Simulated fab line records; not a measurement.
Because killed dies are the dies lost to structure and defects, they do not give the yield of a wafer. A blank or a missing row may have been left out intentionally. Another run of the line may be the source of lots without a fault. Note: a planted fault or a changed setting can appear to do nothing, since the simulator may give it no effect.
fab line records ; flow sky130
[record] lots = 14; wafers = 42; last-day = 50
route steps=708 shown VT_ADJUST_HVTP@91 VT_ADJUST_LVTN@104 VT_ADJUST_HVTR@139
lots with no fault: from the same line, run without faults
start-h: start of the lot's first displayed wafer, in hours after the record's first day ; wait-h: time in hours since the lot's previous step ; " identical to the entry in the row above ; L1.1+2: a row that stands for several wafers ; - either no value or no given start ; * or withheld: withheld ; < > ~ a bound
route shown NAME@n: names a module that has steps shown in the file, with the first one's number in the route ; usual: average and standard deviation across the fault-free wafers ; same: alike in all rows ; chamber/n: place in a boat ; sites: readings site by site ; _std_site: the standard deviation of these ; _edge_site: mean of outer sites minus mean of inner sites ; radius-mm: how far each site lies from the wafer's centre ; mask NAME#n: copy n ; behind: tool/chamber where the wafer was last shaped ; hold: what put the lot on hold/how long, in hours/how the hold closed ; device: whichever transistor did not switch (one of n, p or np) ; end of line: the route-end tests of the same wafers ; where a step has no rows: the recipe by itself ; killed: at the first sort, the dies lost to defects and structure; wafer yield is something else ; map: a wafer's dies, marking killed ones x, the rest . and places with no die _
set.NAME: the run value of the setting; set.NAME@STEP: its run value at that earlier step ; model.NAME: the simulator's own value behind a step, which no gauge read
route steps across a sampled set of lots; one table per step, one row per wafer
services: the hour from which a tool's chamber was out of use, counted from the record's first day as start-h (under 0 if before that day), plus the number of hours and why
[[steps]]
[step SKY_VT_ADJUST_HVTP_DEVELOP_06]
[recipe] resist = NOVOLAK; developer = TMAH; develop-time-s = 60; dev-temp-c = 23
[usual] chill-plate-temp-C = 23.01/0.11; develop-time-s = 60/0
lot.wafer;tool;chamber;start-h;wait-h;chill-plate-temp-C;develop-time-s
L435.3;litho-track-03;0;132.46;0.1;22.97;60
L435.4;litho-track-03;0;132.46;0.1;22.92;60
L435.6;litho-track-03;0;132.46;0.1;23.18;60
L436.3;litho-track-03;0;137.11;0.1;23.16;60
L436.4;litho-track-03;0;137.11;0.1;23.24;60
L436.5;litho-track-03;0;137.11;0.1;22.92;60
L442.1;litho-track-01;0;178.45;0.1;22.97;60
L442.2;litho-track-01;0;178.45;0.1;23.03;60
L442.3;litho-track-01;0;178.45;0.1;23.07;60
L445.3;litho-track-03;-;197.66;0.1;-;-
L445.5;litho-track-03;-;197.66;0.1;-;-
L445.6;litho-track-03;-;197.66;0.1;-;-
L446.1;litho-track-01;-;202.35;0.1;-;-
L446.2;litho-track-01;-;202.35;0.1;-;-
L446.5;litho-track-01;-;202.35;0.1;-;-
L447.1;litho-track-01;0;208.65;0.1;22.96;60
L447.2;litho-track-01;0;208.65;0.1;23.09;60
L447.3;litho-track-01;0;208.65;0.1;23.01;60
L448.1;litho-track-03;0;215.01;0.1;23.02;60
L448.3;litho-track-03;0;215.01;0.1;22.94;60
L448.5;litho-track-03;0;215.01;0.1;22.89;60
L449.1;litho-track-03;0;232.36;0.1;23.15;60
L449.2;litho-track-03;0;232.36;0.1;23.08;60
L449.3;litho-track-03;0;232.36;0.1;23.13;60
L450.1;litho-track-03;0;238.26;0.1;23.16;60
L450.2;litho-track-03;0;238.26;0.1;23.04;60
L450.5;litho-track-03;0;238.26;0.1;23.18;60
L451.4;litho-track-02;0;241.55;0.1;23.10;60
L451.5;litho-track-02;0;241.55;0.1;23.06;60
L451.6;litho-track-02;0;241.55;0.1;23.15;60
L452.2;litho-track-03;0;245.79;0.1;23.04;60
L452.5;litho-track-03;0;245.79;0.1;22.98;60
L452.6;litho-track-03;0;245.79;0.1;23.12;60
L453.1;litho-track-02;0;249.12;0.1;23.00;60
L453.4;litho-track-02;0;249.12;0.1;22.88;60
L453.5;litho-track-02;0;249.12;0.1;23.10;60
L455.4;litho-track-02;0;263.35;0.1;22.95;60
L455.5;litho-track-02;0;263.35;0.1;22.97;60
L455.6;litho-track-02;0;263.35;0.1;22.98;60
L456.2;litho-track-01;0;270.08;0.1;23.01;60
L456.3;litho-track-01;0;270.08;0.1;22.94;60
L456.4;litho-track-01;0;270.08;0.1;22.89;60
[step SKY_VT_ADJUST_LVTN_OVL_MEAS_07]
[usual] VT_ADJUST_LVTN_OVL = -0.9/1
lot.wafer;tool;chamber;start-h;wait-h;VT_ADJUST_LVTN_OVL[nm]
L435.3;overlay-02;-;152.12;-;-2.2
L435.4;overlay-02;-;152.12;-;-0.3
L435.6;overlay-02;-;152.12;-;0.0
L436.3;overlay-01;-;156.47;-;-1.6
L436.4;overlay-01;-;156.47;-;-2.1
L436.5;overlay-01;-;156.47;-;-0.9
L442.1;overlay-02;-;200.50;-;-1.6
L442.2;overlay-02;-;200.50;-;-1.1
L442.3;overlay-02;-;200.50;-;-1.1
L445.3;overlay-02;-;220.27;-;-2.4
L445.5;overlay-02;-;220.27;-;-0.9
L445.6;overlay-02;-;220.27;-;-0.2
L446.1;overlay-01;-;225.22;-;-3.0
L446.2;overlay-01;-;225.22;-;-1.9
L446.5;overlay-01;-;225.22;-;-2.0
L447.1;overlay-01;-;231.05;-;-1.3
L447.2;overlay-01;-;231.05;-;-2.5
L447.3;overlay-01;-;231.05;-;-4.0
L448.1;overlay-01;-;238.57;-;-0.6
L448.3;overlay-01;-;238.57;-;-2.2
L448.5;overlay-01;-;238.57;-;-0.9
L449.1;overlay-02;-;255.97;-;-0.1
L449.2;overlay-02;-;255.97;-;-0.5
L449.3;overlay-02;-;255.97;-;0.2
L450.1;overlay-02;-;261.95;-;-0.9
L450.2;overlay-02;-;261.95;-;-1.7
L450.5;overlay-02;-;261.95;-;-0.7
L451.4;overlay-01;-;265.42;-;0.0
L451.5;overlay-01;-;265.42;-;-1.7
L451.6;overlay-01;-;265.42;-;-1.8
L452.2;overlay-02;-;269.68;-;-0.4
L452.5;overlay-02;-;269.68;-;-1.6
L452.6;overlay-02;-;269.68;-;0.4
L453.1;overlay-01;-;273.17;-;-0.6
L453.4;overlay-01;-;273.17;-;-0.3
L453.5;overlay-01;-;273.17;-;0.9
L455.4;overlay-01;-;287.92;-;-0.2
L455.5;overlay-01;-;287.92;-;-0.6
L455.6;overlay-01;-;287.92;-;-1.1
L456.2;overlay-02;-;294.38;-;-1.1
L456.3;overlay-02;-;294.38;-;-2.1
L456.4;overlay-02;-;294.38;-;-0.5
[step SKY_VT_ADJUST_LVTN_STRIP_09]
[recipe] chemistry = O2/N2; power-w = 1400; pressure-mtorr = 1500; platen-temp-c = withheld; o2-flow-sccm = 3000; n2-flow-sccm = 300; overash-fraction = 0.5
[usual] drypump-motor-current-A = 5.9/0.36; n2-flow-sccm = 299.9/1; oes-product-au = 0.722/0.0052; strip-time-to-endpoint-s = 36.96/0.1
lot.wafer;tool;chamber;start-h;wait-h;drypump-motor-current-A;n2-flow-sccm;oes-product-au;rf-hours-counter-h;strip-time-to-endpoint-s
L435.3;plasma-asher-01;0;152.32;0.1;5.3;301.4;0.725;-;37.14
L435.4;plasma-asher-01;1;152.32;0.1;5.4;301.0;0.716;-;37.10
L435.6;plasma-asher-01;0;152.32;0.1;5.3;300.6;0.716;-;37.01
L436.3;plasma-asher-04;0;156.67;0.1;5.8;298.7;0.715;-;36.88
L436.4;plasma-asher-04;1;156.67;0.1;6.0;300.0;0.725;-;36.99
L436.5;plasma-asher-04;0;156.67;0.1;5.7;299.8;0.720;-;36.75
L442.1;plasma-asher-01;1;200.69;0.1;5.5;298.8;0.728;54;37.02
L442.2;plasma-asher-01;0;200.69;0.1;5.3;300.1;0.730;54;37.19
L442.3;plasma-asher-01;0;200.69;0.1;5.3;300.2;0.724;-;37.11
L445.3;plasma-asher-01;0;220.47;0.1;5.3;300.6;0.719;-;36.96
L445.5;plasma-asher-01;1;220.47;0.1;5.5;300.4;0.726;-;37.05
L445.6;plasma-asher-01;0;220.47;0.1;5.3;300.7;0.719;-;36.84
L446.1;plasma-asher-03;0;225.41;0.1;6.1;299.0;0.730;38;36.97
L446.2;plasma-asher-03;1;225.41;0.1;6.2;300.9;0.721;38;37.01
L446.5;plasma-asher-03;1;225.41;0.1;6.2;301.2;0.725;-;37.02
L447.1;plasma-asher-01;1;231.24;0.1;5.5;300.7;0.718;57;37.01
L447.2;plasma-asher-01;0;231.24;0.1;5.3;299.1;0.719;57;36.95
L447.3;plasma-asher-01;1;231.24;0.1;5.5;302.3;0.711;-;37.03
L448.1;plasma-asher-03;1;238.82;0.2;6.2;300.4;0.723;40;37.05
L448.3;plasma-asher-03;0;238.82;0.2;6.2;300.3;0.726;-;37.08
L448.5;plasma-asher-03;1;238.82;0.2;6.2;297.8;0.718;-;36.95
L449.1;plasma-asher-03;0;256.16;0.1;6.2;300.1;0.719;41;36.99
L449.2;plasma-asher-03;1;256.16;0.1;6.2;299.9;0.725;41;37.04
L449.3;plasma-asher-03;0;256.16;0.1;6.2;300.0;0.719;-;37.01
L450.1;plasma-asher-04;1;262.14;0.1;6.0;301.1;0.724;58;36.91
L450.2;plasma-asher-04;0;262.14;0.1;5.8;301.8;0.717;58;37.00
L450.5;plasma-asher-04;0;262.14;0.1;5.8;300.7;0.726;-;37.06
L451.4;plasma-asher-04;1;265.62;0.1;6.0;300.5;0.719;-;36.98
L451.5;plasma-asher-04;1;265.62;0.1;6.0;301.0;0.709;-;36.93
L451.6;plasma-asher-04;0;265.62;0.1;5.7;300.2;0.724;-;37.00
L452.2;plasma-asher-01;1;269.86;0.1;5.5;300.6;0.721;62;36.99
L452.5;plasma-asher-01;0;269.86;0.1;5.3;299.0;0.722;-;36.95
L452.6;plasma-asher-01;1;269.86;0.1;5.5;299.6;0.721;-;37.06
L453.1;plasma-asher-01;0;273.36;0.1;5.3;298.8;0.731;62;37.03
L453.4;plasma-asher-01;0;273.36;0.1;5.3;300.0;0.723;-;36.92
L453.5;plasma-asher-01;1;273.36;0.1;5.5;298.4;0.721;-;36.97
L455.4;plasma-asher-03;0;288.12;0.1;6.2;300.3;0.720;-;36.86
L455.5;plasma-asher-03;1;288.12;0.1;6.2;300.6;0.726;-;36.95
L455.6;plasma-asher-03;0;288.12;0.1;6.2;299.8;0.711;-;36.80
L456.2;plasma-asher-01;1;294.56;0.1;5.4;299.2;0.713;64;36.89
L456.3;plasma-asher-01;0;294.56;0.1;5.3;300.1;0.717;-;37.03
L456.4;plasma-asher-01;1;294.56;0.1;5.5;299.8;0.733;-;36.92
[step SKY_VT_ADJUST_HVTR_OVL_MEAS_08]
[usual] VT_ADJUST_HVTR_OVL = 0.3/1.6
lot.wafer;tool;chamber;start-h;wait-h;VT_ADJUST_HVTR_OVL[nm]
L435.3;overlay-01;-;215.00;0.1;2.4
L435.4;overlay-01;-;215.00;0.1;2.2
L435.6;overlay-01;-;215.00;0.1;3.7
L436.3;overlay-01;-;220.65;0.1;-0.1
L436.4;overlay-01;-;220.65;0.1;0.0
L436.5;overlay-01;-;220.65;0.1;1.6
L442.1;overlay-01;-;270.92;0.1;-1.0
L442.2;overlay-01;-;270.92;0.1;2.3
L442.3;overlay-01;-;270.92;0.1;-0.2
L445.3;overlay-01;-;291.25;0.1;-0.4
L445.5;overlay-01;-;291.25;0.1;1.2
L445.6;overlay-01;-;291.25;0.1;0.9
L446.1;overlay-02;-;295.87;0.1;-1.2
L446.2;overlay-02;-;295.87;0.1;-1.5
L446.5;overlay-02;-;295.87;0.1;2.2
L447.1;overlay-01;-;301.89;0.1;3.2
L447.2;overlay-01;-;301.89;0.1;2.5
L447.3;overlay-01;-;301.89;0.1;3.2
L448.1;overlay-01;-;310.90;0.1;2.5
L448.3;overlay-01;-;310.90;0.1;3.3
L448.5;overlay-01;-;310.90;0.1;1.9
L449.1;overlay-02;-;330.78;0.1;-1.1
L449.2;overlay-02;-;330.78;0.1;1.4
L449.3;overlay-02;-;330.78;0.1;-0.2
L450.1;overlay-01;-;336.58;0.1;0.7
L450.2;overlay-01;-;336.58;0.1;0.4
L450.5;overlay-01;-;336.58;0.1;1.6
L451.4;overlay-02;-;340.29;0.1;2.8
L451.5;overlay-02;-;340.29;0.1;3.2
L451.6;overlay-02;-;340.29;0.1;2.4
L452.2;overlay-01;-;344.18;0.1;1.2
L452.5;overlay-01;-;344.18;0.1;-3.8
L452.6;overlay-01;-;344.18;0.1;-1.7
L453.1;overlay-01;-;348.05;0.1;-1.8
L453.4;overlay-01;-;348.05;0.1;-1.5
L453.5;overlay-01;-;348.05;0.1;-1.1
L455.4;overlay-01;-;366.46;0.1;1.1
L455.5;overlay-01;-;366.46;0.1;3.1
L455.6;overlay-01;-;366.46;0.1;0.1
L456.2;overlay-01;-;372.96;0.1;0.8
L456.3;overlay-01;-;372.96;0.1;1.0
L456.4;overlay-01;-;372.96;0.1;0.3
[[services]]
tool;chamber;start-h;hours;kind
plasma-asher-04;-;110.75;2.8;pm
plasma-asher-04;-;120.80;1.0;repair
plasma-asher-03;-;129.68;1.4;repair
plasma-asher-03;-;149.88;24.6;repair
plasma-asher-04;-;149.92;4.0;repair
plasma-asher-04;-;153.51;0.8;repair
plasma-asher-01;-;181.49;2.8;pm
plasma-asher-01;-;205.48;0.9;repair
litho-track-02;-;224.08;-;consumable-replace:filter
plasma-asher-04;-;226.88;14.6;pm
[[key]]
[first-sign] step = SKY_VT_ADJUST_HVTP_DEVELOP_06; reading = tool-record; direction = missing
effect none on later readings
met-at SKY_VT_ADJUST_HVTP_DEVELOP_06
struck-lots L445,L446
sort-left-out L445.3,L445.5,L445.6,L446.1,L446.2,L446.5
tester-left-out L445,L446
not-acting-at SKY_VT_ADJUST_LVTN_OVL_MEAS_07,SKY_VT_ADJUST_LVTN_STRIP_09,SKY_VT_ADJUST_HVTR_OVL_MEAS_08
onset-between 178.45 197.66
[fault] kind = skipped-step-whole; tool = litho-track-01,litho-track-03; chamber = -; onset-h = 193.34; steps = SKY_VT_ADJUST_HVTP_DEVELOP_06; scope = struck-lots-only
// tester-left-out: of these lots the tester's yield and bins aren't shown, on N5 and GAA mostly nor the transistor test; their killed dies are dies lost to structure and defects alone, not to doping, threshold or leakage, so they don't give the yield
// sort-left-out: the simulated sort isn't trusted on such a fault, so these wafers' sort isn't shown, and their yield isn't known
